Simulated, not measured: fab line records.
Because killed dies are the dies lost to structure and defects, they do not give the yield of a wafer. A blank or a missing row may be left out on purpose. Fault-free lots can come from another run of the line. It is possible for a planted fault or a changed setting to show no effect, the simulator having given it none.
fab line records ; flow sky130
[record] lots = 12; wafers = 36; last_day = 51
route steps=708 shown SPACER@306 POLY_CUT@316 SD_N@353 LI_CONTACT@370 PAD_OPEN@708
lots with no fault: from the same line, run without faults
start_h: hours from the record's opening day to when the first of the lot's shown wafers began ; wait_h: time in hours since the lot's previous step ; " unchanged from the row above ; L1.1+2: several wafers, shown together as one row ; - either no value or no given start ; * or withheld: withheld ; < > ~ a bound
route shown NAME@n: a module of which the file shows steps, and the number in the route of the first ; usual: the fault-free wafers' mean and standard deviation ; same: alike in all rows ; chamber/n: place in a boat ; sites: per-site readings ; _std_site: standard deviation across them ; _edge_site: inner sites' mean taken away from outer sites' mean ; radius_mm: how far each site lies from the wafer's centre ; mask NAME#n: copy n ; behind: the tool/chamber that last shaped the wafer ; hold: cause of the lot's hold/its duration in hours/its outcome ; device: which transistor (n, p or np) failed to switch ; end of line: the tests these same wafers got at the end of their route ; a step with no rows: only its recipe ; killed: not the wafer's yield, but the dies lost to structure and defects at the first sort ; map: a wafer's dies, x killed, . not, _ none there
set.NAME: the setting as run; set.NAME@STEP: as run at that earlier step ; model.NAME: the simulator's own value behind a step, which no gauge read
a sample of lots followed through the steps of the route, with each step as a table and each wafer as a row
services: a tool's chamber out of use, with start hour (start_h, from the record's first day; less than 0 if before it), hours out, and reason
[[steps]]
[step SKY_SPACER_ETCHBACK_02]
[recipe] chemistry = CH3F/O2; target = Si3N4; stop_on = SiO2; source_w = 400; bias_w = 80; pressure_mtorr = 25; ch3f_flow_sccm = 40; O2_flow_sccm = 30; time_s = 46.7; target_depth_a = 450
[usual] drypump_motor_current_A = 5.6/0.42; oes_product_au = 0.856/0.0068; throttle_valve_pct = 10.562/0.009
lot.wafer;tool;chamber;start_h;wait_h;drypump_motor_current_A;oes_product_au;rf_hours_counter_h;throttle_valve_pct
L625.2;rie_diel-03;1;545.89;0.0;6.2;0.859;43;10.559
L625.3;rie_diel-03;3;545.89;0.0;5.7;0.855;38;10.567
L625.4;rie_diel-03;2;545.89;0.0;5.9;0.848;0;10.557
L628.1;rie_diel-03;3;581.18;0.1;5.7;0.863;38;10.550
L628.4;rie_diel-03;2;581.18;0.1;5.9;0.850;1;10.545
L628.6;rie_diel-03;0;581.18;0.1;5.9;0.845;-;10.578
L630.1;rie_diel-02;2;588.31;0.1;5.9;0.865;10;10.570
L630.3;rie_diel-02;0;588.31;0.1;5.2;0.857;11;10.545
L630.6;rie_diel-02;1;588.31;0.1;5.0;0.870;-;10.566
L632.2;rie_diel-02;0;601.01;0.0;5.3;0.857;11;10.539
L632.5;rie_diel-02;3;601.01;0.0;5.2;0.858;-;10.552
L632.6;rie_diel-02;2;601.01;0.0;5.9;0.861;-;10.567
L634.2;rie_diel-03;1;629.30;0.0;6.2;0.849;44;10.570
L634.3;rie_diel-03;0;629.30;0.0;5.9;0.866;15;10.556
L634.6;rie_diel-03;2;629.30;0.0;5.9;0.857;-;10.566
L635.2;rie_diel-02;2;630.51;0.0;5.9;0.863;11;10.558
L635.3;rie_diel-02;3;630.51;0.0;5.2;0.856;52;10.559
L635.5;rie_diel-02;1;630.51;0.0;5.1;0.866;-;10.566
L636.2;rie_diel-02;1;638.90;0.0;5.0;0.853;3;10.587
L636.4;rie_diel-02;2;638.90;0.0;5.9;0.853;12;10.565
L636.5;rie_diel-02;2;638.90;0.0;5.9;0.860;-;10.556
L637.1;rie_diel-03;3;648.20;0.1;5.7;0.860;40;10.565
L637.2;rie_diel-03;2;648.20;0.1;5.9;0.851;2;10.572
L637.4;rie_diel-03;0;648.20;0.1;5.9;0.865;15;10.555
L638.1;rie_diel-03;1;658.34;0.1;6.2;0.850;45;10.561
L638.2;rie_diel-03;3;658.34;0.1;5.8;0.854;40;10.560
L638.3;rie_diel-03;0;658.34;0.1;5.9;0.853;15;10.561
L645.3;rie_diel-02;0;713.85;0.0;5.3;0.856;14;10.550
L645.4;rie_diel-02;2;713.85;0.0;5.9;0.850;-;10.566
L645.5;rie_diel-02;1;713.85;0.0;5.1;0.861;-;10.563
L647.1;rie_diel-04;1;722.58;0.1;4.8;0.853;19;10.557
L647.3;rie_diel-04;3;722.58;0.1;5.9;0.843;14;10.550
L647.4;rie_diel-04;2;722.58;0.1;5.4;0.849;7;10.547
L648.3;rie_diel-04;0;724.68;0.0;6.2;0.858;8;10.562
L648.4;rie_diel-04;3;724.68;0.0;5.9;0.860;14;10.561
L648.6;rie_diel-04;1;724.68;0.0;4.8;0.850;-;10.558
[step SKY_POLY_CUT_OVL_MEAS_09]
[usual] POLY_CUT_OVL = -2/4.9
lot.wafer;tool;chamber;start_h;wait_h;POLY_CUT_OVL[nm]
L625.2;overlay-02;-;576.90;0.1;-2
L625.3;overlay-02;-;576.90;0.1;-2
L625.4;overlay-02;-;576.90;0.1;-3
L628.1;overlay-02;-;611.29;0.1;-1
L628.4;overlay-02;-;611.29;0.1;-9
L628.6;overlay-02;-;611.29;0.1;-5
L630.1;overlay-02;-;617.61;0.1;2
L630.3;overlay-02;-;617.61;0.1;0
L630.6;overlay-02;-;617.61;0.1;0
L632.2;overlay-02;-;631.57;0.1;-9
L632.5;overlay-02;-;631.57;0.1;-9
L632.6;overlay-02;-;631.57;0.1;-8
L634.2;overlay-02;-;658.21;0.1;-2
L634.3;overlay-02;-;658.21;0.1;-3
L634.6;overlay-02;-;658.21;0.1;-2
L635.2;overlay-01;-;659.52;0.1;4
L635.3;overlay-01;-;659.52;0.1;4
L635.5;overlay-01;-;659.52;0.1;4
L636.2;overlay-02;-;668.05;0.1;-2
L636.4;overlay-02;-;668.05;0.1;-3
L636.5;overlay-02;-;668.05;0.1;-6
L637.1;overlay-02;-;677.38;0.1;-4
L637.2;overlay-02;-;677.38;0.1;-14
L637.4;overlay-02;-;677.38;0.1;-9
L638.1;overlay-01;-;687.04;0.1;-4
L638.2;overlay-01;-;687.04;0.1;0
L638.3;overlay-01;-;687.04;0.1;-1
L645.3;overlay-02;-;741.81;0.1;-5
L645.4;overlay-02;-;741.81;0.1;-9
L645.5;overlay-02;-;741.81;0.1;-8
L647.1;overlay-01;-;750.46;0.1;-3
L647.3;overlay-01;-;750.46;0.1;-3
L647.4;overlay-01;-;750.46;0.1;-4
L648.3;overlay-02;-;752.02;0.1;-1
L648.4;overlay-02;-;752.02;0.1;1
L648.6;overlay-02;-;752.02;0.1;-3
[step SKY_SD_N_STRIP_11]
[recipe] chemistry = O2/N2; power_w = 1400; pressure_mtorr = 1500; platen_temp_c = withheld; o2_flow_sccm = 3000; n2_flow_sccm = 300; overash_fraction = 0.5
[usual] drypump_motor_current_A = 5.8/0.5; oes_product_au = 0.527/0.0045; strip_time_to_endpoint_s = 22.54/0.048
lot.wafer;tool;chamber;start_h;wait_h;drypump_motor_current_A;oes_product_au;rf_hours_counter_h;strip_time_to_endpoint_s
L625.2;plasma_asher-03;0;667.30;0.1;5.4;0.531;22;22.57
L625.3;plasma_asher-03;1;667.30;0.1;6.1;0.526;-;22.59
L625.4;plasma_asher-03;0;667.30;0.1;5.4;0.524;-;22.54
L628.1;plasma_asher-01;0;699.25;0.1;5.0;0.515;58;22.53
L628.4;plasma_asher-01;0;699.25;0.1;5.0;0.531;-;22.50
L628.6;plasma_asher-01;1;699.25;0.1;5.8;0.526;-;22.49
L630.1;plasma_asher-04;0;706.07;0.1;6.4;0.526;100;22.53
L630.3;plasma_asher-04;1;706.07;0.1;6.1;0.529;-;22.51
L630.6;plasma_asher-04;1;706.07;0.1;6.1;0.529;-;22.50
L632.2;plasma_asher-04;1;717.90;0.1;6.1;0.529;101;22.57
L632.5;plasma_asher-04;0;717.90;0.1;6.4;0.529;-;22.51
L632.6;plasma_asher-04;1;717.90;0.1;6.1;0.528;-;22.52
L634.2;plasma_asher-01;1;744.77;0.1;5.9;0.534;63;22.46
L634.3;plasma_asher-01;0;744.77;0.1;5.0;0.523;-;22.47
L634.6;plasma_asher-01;0;744.77;0.1;5.0;0.525;-;22.50
L635.2;plasma_asher-03;1;746.57;0.1;6.1;0.529;30;22.56
L635.3;plasma_asher-03;0;746.57;0.1;5.4;0.532;-;22.54
L635.5;plasma_asher-03;1;746.57;0.1;6.1;0.530;-;22.57
L636.2;plasma_asher-04;0;754.35;0.1;6.4;0.523;1;22.44
L636.4;plasma_asher-04;0;754.35;0.1;6.4;0.530;-;22.42
L636.5;plasma_asher-04;0;754.35;0.1;6.4;0.527;-;22.48
L637.1;plasma_asher-04;0;762.60;0.1;6.4;0.527;2;22.53
L637.2;plasma_asher-04;1;762.60;0.1;6.1;0.530;2;22.49
L637.4;plasma_asher-04;0;762.60;0.1;6.4;0.527;-;22.55
L638.1;plasma_asher-01;1;772.42;0.1;5.8;0.526;65;22.63
L638.2;plasma_asher-01;0;772.42;0.1;5.0;0.525;65;22.58
L638.3;plasma_asher-01;1;772.42;0.1;5.8;0.522;-;22.59
L645.3;plasma_asher-03;1;823.00;0.1;6.1;0.538;-;22.52
L645.4;plasma_asher-03;0;823.00;0.1;5.4;0.525;-;22.59
L645.5;plasma_asher-03;0;823.00;0.1;5.4;0.530;-;22.56
L647.1;plasma_asher-01;1;833.42;0.1;5.9;0.527;72;22.55
L647.3;plasma_asher-01;1;833.42;0.1;5.9;0.527;-;22.56
L647.4;plasma_asher-01;0;833.42;0.1;5.0;0.526;-;22.54
L648.3;plasma_asher-04;1;834.35;0.1;6.1;0.530;-;22.62
L648.4;plasma_asher-04;0;834.35;0.1;6.4;0.521;-;22.63
L648.6;plasma_asher-04;0;834.35;0.1;6.4;0.534;-;22.57
[step SKY_LI_CONTACT_SOFTBAKE_08]
[recipe] temp_c = 100; time_s = 90; resist = KrF-thick
[usual] heater_power_total_W = 57.34/0.13; plate_temp_C = 100.02/0.12; run_length_s = 119.12/0.3
lot.wafer;tool;chamber;start_h;wait_h;heater_power_total_W;plate_temp_C;run_length_s
L625.2;litho_track-03;0;683;-;57.21;99.84;118.78
L625.3;litho_track-03;0;683;-;57.50;99.98;118.74
L625.4;litho_track-03;0;683;-;57.30;100.03;118.66
L628.1;litho_track-03;0;714;-;57.55;100.24;118.67
L628.4;litho_track-03;0;715;-;57.25;100.04;118.62
L628.6;litho_track-03;0;715;-;57.41;100.18;118.76
L630.1;litho_track-01;0;721;-;57.33;100.14;119.28
L630.3;litho_track-01;0;721;-;57.48;99.83;119.42
L630.6;litho_track-01;0;721;-;57.22;100.10;119.40
L632.2;litho_track-01;0;733;-;57.48;100.01;119.33
L632.5;litho_track-01;0;733;-;57.34;100.00;119.22
L632.6;litho_track-01;0;733;-;57.54;99.79;119.36
L634.2;litho_track-03;0;759;-;57.16;99.84;118.60
L634.3;litho_track-03;0;759;-;57.32;100.07;118.82
L634.6;litho_track-03;0;759;-;57.18;99.94;118.69
L635.2;litho_track-01;0;761;-;57.33;100.07;119.22
L635.3;litho_track-01;0;761;-;57.38;100.05;119.48
L635.5;litho_track-01;0;761;-;57.20;100.09;119.22
L636.2;litho_track-03;0;769;-;57.29;100.10;118.60
L636.4;litho_track-03;0;769;-;57.20;99.94;119.00
L636.5;litho_track-03;0;769;-;57.24;100.04;118.59
L637.1;litho_track-04;0;777;-;57.27;99.99;119.22
L637.2;litho_track-04;0;777;-;57.18;99.96;119.22
L637.4;litho_track-04;0;777;-;57.21;100.04;119.31
L638.1;litho_track-04;0;787;-;57.37;100.13;119.21
L638.2;litho_track-04;0;787;-;57.23;100.12;119.21
L638.3;litho_track-04;0;787;-;57.26;99.96;119.51
L645.3;litho_track-01;0;837;-;57.16;100.02;119.25
L645.4;litho_track-01;0;837;-;57.28;99.99;119.22
L645.5;litho_track-01;0;837;-;57.42;100.01;119.31
L647.1;litho_track-01;0;847;-;57.64;99.93;119.32
L647.3;litho_track-01;0;847;-;57.23;99.83;119.22
L647.4;litho_track-01;0;847;-;58.05;-;115.50
L648.3;litho_track-01;0;848;-;57.22;100.19;119.54
L648.4;litho_track-01;0;848;-;58.05;-;115.45
L648.6;litho_track-01;0;849;-;58.27;-;115.38
[step SKY_PAD_OPEN_PROBE_99]
[usual] killed_at_M0_to_M3 = 44/7.2; killed_at_M4_up = 2.9/1.8; killed_at_contacts = 24/5.2; killed_at_front_end = 15/4; killed_at_other = 0.2/0.49; killed_dies = 85/9.1; killed_open = 47/6.8; killed_short = 38/5.7
[same] gross_dies = 492; killed_at_back_side = 0
lot.wafer;tool;chamber;start_h;wait_h;killed_at_M0_to_M3;killed_at_M4_up;killed_at_contacts;killed_at_front_end;killed_at_other;killed_dies;killed_open;killed_short
L625.2;prober-02;-;1101.24;0.1;41;5;24;14;0;84;50;34
L625.3;prober-02;-;1101.29;0.2;44;2;26;22;0;94;61;33
L625.4;prober-02;-;1101.34;0.2;35;3;29;15;0;82;46;36
L628.1;prober-01;-;1124.14;0.1;41;2;31;13;0;87;45;42
L628.4;prober-01;-;1124.29;0.2;46;1;23;15;1;86;46;40
L628.6;prober-01;-;1124.39;0.2;62;1;34;8;0;105;57;48
L630.1;prober-01;-;1128.93;0.1;41;7;22;13;0;83;44;39
L630.3;prober-01;-;1129.03;0.2;54;2;27;15;0;98;48;50
L630.6;prober-01;-;1129.18;0.2;47;2;23;14;0;86;53;33
L632.2;prober-02;-;1136.47;0.1;46;0;14;13;0;73;45;28
L632.5;prober-02;-;1136.62;0.2;46;1;27;16;1;91;51;40
L632.6;prober-02;-;1136.67;0.2;36;4;30;19;1;90;52;38
L634.2;prober-01;-;1154.10;0.1;61;4;25;14;0;104;55;49
L634.3;prober-01;-;1154.15;0.2;43;2;26;12;0;83;48;35
L634.6;prober-01;-;1154.30;0.2;54;1;15;13;0;83;48;35
L635.2;prober-02;-;1156.89;0.1;51;2;28;21;0;102;64;38
L635.3;prober-02;-;1156.94;0.2;49;1;30;14;1;95;59;36
L635.5;prober-02;-;1157.04;0.2;41;5;18;17;2;83;36;47
L636.2;prober-01;-;1164.47;0.1;42;3;19;12;0;76;39;37
L636.4;prober-01;-;1164.57;0.2;36;4;28;15;0;83;40;43
L636.5;prober-01;-;1164.62;0.2;43;2;22;18;0;85;37;48
L637.1;prober-02;-;1167.02;0.1;54;4;21;16;0;95;53;42
L637.2;prober-02;-;1167.07;0.1;35;1;31;19;0;86;54;32
L637.4;prober-02;-;1167.17;0.2;50;1;22;13;0;86;48;38
L638.1;prober-01;-;1175.27;0.1;52;2;25;16;1;96;49;47
L638.2;prober-01;-;1175.32;0.1;42;4;18;15;1;80;43;37
L638.3;prober-01;-;1175.37;0.2;45;1;22;20;0;88;48;40
L645.3;prober-02;-;1205.55;0.2;42;2;27;12;0;83;49;34
L645.4;prober-02;-;1205.60;0.2;47;2;22;19;0;90;53;37
L645.5;prober-02;-;1205.65;0.2;40;6;36;12;0;94;54;40
L647.1;prober-02;-;1212.91;0.1;32;2;25;22;0;81;44;37
L647.3;prober-02;-;1213.01;0.2;46;5;22;20;1;94;52;42
L647.4;prober-02;-;1213.06;0.2;40;5;28;9;1;83;50;33
L648.3;prober-01;-;1213.88;0.2;42;3;31;19;0;95;54;41
L648.4;prober-01;-;1213.93;0.2;34;3;21;22;0;80;36;44
L648.6;prober-01;-;1214.03;0.2;39;2;23;11;0;75;38;37
// killed by level:class
L625.2 VIA2:geometric_particle:open=11 LI_CONTACT:geometric_particle:open=9 FIELD_ISO:geometric_particle:short=7 VIA1:geometric_particle:open=7 VIA3:geometric_particle:open=7 CONTACT:geometric_particle:short=6 POLY_GATE:geometric_particle:open=4 CONTACT:geometric_particle:open=4
L625.3 VIA1:geometric_particle:open=17 CONTACT:geometric_particle:open=12 VIA2:geometric_particle:open=8 VIA1:geometric_particle:short=6 LI_CONTACT:geometric_particle:open=6 FIELD_ISO:geometric_particle:short=5 METAL1:geometric_particle:short=5 FIELD_ISO:geometric_particle:open=4
L625.4 LI_CONTACT:geometric_particle:open=14 VIA1:geometric_particle:open=10 VIA1:geometric_particle:short=7 VIA2:geometric_particle:open=7 CONTACT:geometric_particle:open=6 FIELD_ISO:geometric_particle:short=5 LOCAL_INTERCONNECT:geometric_particle:short=5 FIELD_ISO:geometric_particle:open=3
L628.1 CONTACT:geometric_particle:open=10 LI_CONTACT:geometric_particle:open=9 VIA1:geometric_particle:open=9 VIA1:geometric_particle:short=7 VIA2:geometric_particle:open=7 METAL1:geometric_particle:short=5 LOCAL_INTERCONNECT:geometric_particle:short=5 METAL2:geometric_particle:short=5
L628.4 CONTACT:geometric_particle:open=9 VIA2:geometric_particle:open=9 VIA1:geometric_particle:open=6 VIA1:geometric_particle:short=6 POLY_GATE:geometric_particle:open=5 METAL2:geometric_particle:short=5 VIA3:geometric_particle:open=4 POLY_GATE:geometric_particle:short=4
L628.6 VIA1:geometric_particle:open=19 CONTACT:geometric_particle:open=13 METAL2:geometric_particle:short=10 VIA1:geometric_particle:short=10 LI_CONTACT:geometric_particle:open=8 CONTACT:geometric_particle:short=7 VIA2:geometric_particle:open=6 LI_CONTACT:geometric_particle:short=5
L630.1 VIA1:geometric_particle:open=13 CONTACT:geometric_particle:open=10 LI_CONTACT:geometric_particle:short=7 METAL2:geometric_particle:short=6 VIA2:geometric_particle:open=6 METAL4:geometric_particle:short=5 VIA1:geometric_particle:short=4 FIELD_ISO:geometric_particle:short=3
L630.3 VIA3:geometric_particle:open=10 METAL2:geometric_particle:short=9 CONTACT:geometric_particle:short=8 VIA1:geometric_particle:short=8 LI_CONTACT:geometric_particle:open=7 VIA1:geometric_particle:open=7 CONTACT:geometric_particle:open=6 FIELD_ISO:geometric_particle:open=5
L630.6 CONTACT:geometric_particle:open=12 VIA1:geometric_particle:open=10 VIA3:geometric_particle:open=9 VIA2:geometric_particle:open=9 METAL2:geometric_particle:short=7 FIELD_ISO:geometric_particle:open=5 VIA2:geometric_particle:short=5 FIELD_ISO:geometric_particle:short=4
L632.2 VIA1:geometric_particle:open=15 VIA2:geometric_particle:open=6 CONTACT:geometric_particle:open=6 VIA3:geometric_particle:open=6 POLY_GATE:geometric_particle:open=5 VIA1:geometric_particle:short=5 POLY_GATE:geometric_particle:short=4 CONTACT:geometric_particle:short=4
L632.5 VIA1:geometric_particle:open=16 CONTACT:geometric_particle:open=13 LI_CONTACT:geometric_particle:open=6 CONTACT:geometric_particle:short=6 POLY_GATE:geometric_particle:short=5 VIA1:geometric_particle:short=5 METAL1:geometric_particle:short=5 VIA3:geometric_particle:open=5
L632.6 LI_CONTACT:geometric_particle:open=11 CONTACT:geometric_particle:open=11 METAL1:geometric_particle:short=6 VIA1:geometric_particle:open=6 FIELD_ISO:geometric_particle:open=5 VIA1:geometric_particle:short=5 METAL2:geometric_particle:short=5 METAL3:geometric_particle:short=5
L634.2 VIA1:geometric_particle:open=17 METAL1:geometric_particle:short=8 VIA3:geometric_particle:open=8 LI_CONTACT:geometric_particle:open=7 CONTACT:geometric_particle:open=7 CONTACT:geometric_particle:short=6 VIA2:geometric_particle:short=6 VIA3:geometric_particle:short=6
L634.3 VIA1:geometric_particle:open=14 CONTACT:geometric_particle:open=10 VIA3:geometric_particle:open=8 LI_CONTACT:geometric_particle:open=6 METAL1:geometric_particle:short=5 VIA1:geometric_particle:short=5 LOCAL_INTERCONNECT:geometric_particle:short=4 POLY_GATE:geometric_particle:short=4
L634.6 VIA1:geometric_particle:open=14 VIA2:geometric_particle:open=8 CONTACT:geometric_particle:open=7 VIA3:geometric_particle:short=7 VIA3:geometric_particle:open=7 VIA2:geometric_particle:short=5 METAL1:geometric_particle:short=4 FIELD_ISO:geometric_particle:open=3
L635.2 CONTACT:geometric_particle:open=14 VIA2:geometric_particle:open=9 VIA3:geometric_particle:open=9 VIA1:geometric_particle:short=8 POLY_GATE:geometric_particle:short=7 LI_CONTACT:geometric_particle:open=7 VIA1:geometric_particle:open=7 METAL1:geometric_particle:short=5
L635.3 CONTACT:geometric_particle:open=17 VIA1:geometric_particle:open=16 VIA3:geometric_particle:open=8 VIA1:geometric_particle:short=6 METAL1:geometric_particle:short=5 METAL2:geometric_particle:short=5 POLY_GATE:geometric_particle:short=4 POLY_GATE:geometric_particle:open=4
L635.5 VIA1:geometric_particle:open=9 VIA1:geometric_particle:short=8 VIA3:geometric_particle:open=7 LOCAL_INTERCONNECT:geometric_particle:short=6 METAL1:geometric_particle:short=6 POLY_GATE:geometric_particle:short=5 CONTACT:geometric_particle:short=4 POLY_GATE:geometric_particle:open=3
L636.2 CONTACT:geometric_particle:open=8 VIA2:geometric_particle:open=7 METAL2:geometric_particle:short=7 METAL1:geometric_particle:short=6 FIELD_ISO:geometric_particle:open=5 LI_CONTACT:geometric_particle:short=5 VIA3:geometric_particle:open=5 LOCAL_INTERCONNECT:geometric_particle:short=4
L636.4 CONTACT:geometric_particle:open=11 LOCAL_INTERCONNECT:geometric_particle:short=9 METAL1:geometric_particle:short=8 VIA1:geometric_particle:open=6 METAL2:geometric_particle:short=5 FIELD_ISO:geometric_particle:open=4 CONTACT:geometric_particle:short=4 VIA2:geometric_particle:short=4
L636.5 CONTACT:geometric_particle:open=9 VIA1:geometric_particle:open=8 POLY_GATE:geometric_particle:short=6 LOCAL_INTERCONNECT:geometric_particle:short=6 METAL1:geometric_particle:short=6 VIA2:geometric_particle:short=6 VIA3:geometric_particle:short=6 METAL2:geometric_particle:short=5
L637.1 CONTACT:geometric_particle:open=12 VIA1:geometric_particle:open=12 VIA1:geometric_particle:short=9 METAL1:geometric_particle:short=8 FIELD_ISO:geometric_particle:open=5 POLY_GATE:geometric_particle:open=5 VIA3:geometric_particle:open=5 VIA2:geometric_particle:open=5
L637.2 CONTACT:geometric_particle:open=12 VIA3:geometric_particle:open=9 LI_CONTACT:geometric_particle:open=9 VIA2:geometric_particle:open=7 FIELD_ISO:geometric_particle:open=6 LI_CONTACT:geometric_particle:short=5 POLY_GATE:geometric_particle:short=4 METAL1:geometric_particle:short=4
L637.4 VIA1:geometric_particle:open=17 CONTACT:geometric_particle:open=10 METAL1:geometric_particle:short=7 VIA2:geometric_particle:open=6 METAL3:geometric_particle:short=6 POLY_GATE:geometric_particle:short=4 LI_CONTACT:geometric_particle:open=4 FIELD_ISO:geometric_particle:short=3
L638.1 VIA2:geometric_particle:open=12 LOCAL_INTERCONNECT:geometric_particle:short=7 CONTACT:geometric_particle:open=7 VIA3:geometric_particle:open=7 POLY_GATE:geometric_particle:short=6 METAL2:geometric_particle:short=6 METAL3:geometric_particle:short=5 METAL1:geometric_particle:short=5
L638.2 VIA3:geometric_particle:open=9 VIA1:geometric_particle:open=7 LI_CONTACT:geometric_particle:open=6 FIELD_ISO:geometric_particle:short=5 LOCAL_INTERCONNECT:geometric_particle:short=5 CONTACT:geometric_particle:open=5 METAL1:geometric_particle:short=5 VIA2:geometric_particle:open=5
L638.3 VIA1:geometric_particle:open=10 FIELD_ISO:geometric_particle:short=8 METAL2:geometric_particle:short=8 VIA2:geometric_particle:open=8 CONTACT:geometric_particle:open=7 LI_CONTACT:geometric_particle:open=5 METAL1:geometric_particle:short=5 VIA3:geometric_particle:open=5
L645.3 VIA1:geometric_particle:open=13 CONTACT:geometric_particle:open=11 LI_CONTACT:geometric_particle:open=6 CONTACT:geometric_particle:short=6 VIA3:geometric_particle:short=5 VIA3:geometric_particle:open=5 POLY_GATE:geometric_particle:short=4 METAL3:geometric_particle:short=4
L645.4 VIA1:geometric_particle:open=11 LI_CONTACT:geometric_particle:open=8 VIA3:geometric_particle:open=8 VIA2:geometric_particle:open=7 CONTACT:geometric_particle:open=7 VIA1:geometric_particle:short=5 METAL2:geometric_particle:short=4 VIA3:geometric_particle:short=4
L645.5 CONTACT:geometric_particle:open=13 VIA1:geometric_particle:open=9 LI_CONTACT:geometric_particle:open=7 VIA3:geometric_particle:open=7 CONTACT:geometric_particle:short=6 LI_CONTACT:geometric_particle:short=6 VIA3:geometric_particle:short=6 FIELD_ISO:geometric_particle:open=5
L647.1 LI_CONTACT:geometric_particle:open=8 CONTACT:geometric_particle:open=7 FIELD_ISO:geometric_particle:open=6 VIA1:geometric_particle:open=6 METAL2:geometric_particle:short=5 POLY_GATE:geometric_particle:open=4 LOCAL_INTERCONNECT:geometric_particle:short=4 METAL1:geometric_particle:short=4
L647.3 VIA1:geometric_particle:open=10 METAL1:geometric_particle:short=9 VIA3:geometric_particle:open=9 LI_CONTACT:geometric_particle:open=7 FIELD_ISO:geometric_particle:open=6 FIELD_ISO:geometric_particle:short=6 CONTACT:geometric_particle:short=5 VIA1:geometric_particle:short=4
L647.4 CONTACT:geometric_particle:open=12 VIA1:geometric_particle:open=8 LI_CONTACT:geometric_particle:open=7 METAL1:geometric_particle:short=7 VIA2:geometric_particle:open=7 VIA3:geometric_particle:open=6 METAL2:geometric_particle:short=5 CONTACT:geometric_particle:short=4
L648.3 CONTACT:geometric_particle:open=11 VIA2:geometric_particle:open=10 LI_CONTACT:geometric_particle:open=7 VIA1:geometric_particle:open=7 POLY_GATE:geometric_particle:open=6 FIELD_ISO:geometric_particle:short=5 LOCAL_INTERCONNECT:geometric_particle:short=5 VIA1:geometric_particle:short=5
L648.4 VIA1:geometric_particle:open=7 POLY_GATE:geometric_particle:open=7 CONTACT:geometric_particle:open=7 METAL2:geometric_particle:short=6 POLY_GATE:geometric_particle:short=5 VIA1:geometric_particle:short=5 FIELD_ISO:geometric_particle:short=4 CONTACT:geometric_particle:short=4
L648.6 CONTACT:geometric_particle:open=10 VIA3:geometric_particle:open=10 METAL2:geometric_particle:short=7 VIA1:geometric_particle:short=6 FIELD_ISO:geometric_particle:open=4 LOCAL_INTERCONNECT:geometric_particle:short=4 METAL1:geometric_particle:short=4 VIA2:geometric_particle:open=4
[[services]]
tool;chamber;start_h;hours;kind
rie_diel-04;-;543.28;0.8;repair
rie_diel-03;0;553.71;2.5;repair
plasma_asher-01;-;562.30;0.8;repair
rie_diel-04;0;576.07;5.1;repair
rie_diel-04;-;613.83;0.1;repair
rie_diel-02;3;659.43;1.2;repair
rie_diel-03;2;661.11;2.9;repair
rie_diel-04;0;666.77;4.9;repair
rie_diel-02;-;684.87;1.1;repair
plasma_asher-01;-;690.53;2.8;pm
rie_diel-03;3;702.33;9.5;repair
plasma_asher-03;-;704.69;5.0;repair
rie_diel-03;1;719.12;2.4;repair
plasma_asher-04;-;733.75;9.0;pm
rie_diel-02;-;748.10;0.9;repair
plasma_asher-04;-;776.10;7.5;repair
rie_diel-02;2;783.51;3.7;repair
plasma_asher-03;-;788.62;0.7;repair
plasma_asher-03;-;792.67;2.2;repair
plasma_asher-04;-;802.42;2.7;pm
rie_diel-02;2;802.92;45.2;repair
plasma_asher-04;-;835.15;0.3;repair
rie_diel-03;-;839.53;4.9;repair
plasma_asher-03;-;846.60;2.8;pm
[[key]]
[first_sign] step = SKY_LI_CONTACT_SOFTBAKE_08; reading = run_length_s; direction = down; sigmas = 12; usual = *; struck = *
[effect] step = SKY_LI_CONTACT_SOFTBAKE_08; reading = heater_power_total_W; direction = up; sigmas = 6.2; usual = *; struck = *
met_at SKY_LI_CONTACT_SOFTBAKE_08
struck_lots L647,L648
struck_wafers L647.4,L648.4,L648.6
tester_left_out L647,L648
not_acting_at SKY_SPACER_ETCHBACK_02,SKY_POLY_CUT_OVL_MEAS_09,SKY_SD_N_STRIP_11
onset_between 837 847
[fault] kind = process_parameter_drift; tool = litho_track-01; chamber = -; onset_h = 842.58; steps = SKY_LI_CONTACT_SOFTBAKE_08; channel = time_s; offset = *; shape = step; end_h = 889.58; scope = struck_wafers_only; acts_in = *; stated = *
// tester_left_out: of these lots the tester's yield and bins aren't shown, on N5 and GAA mostly nor the transistor test; their killed dies are dies lost to structure and defects alone, not to doping, threshold or leakage, so they don't give the yield
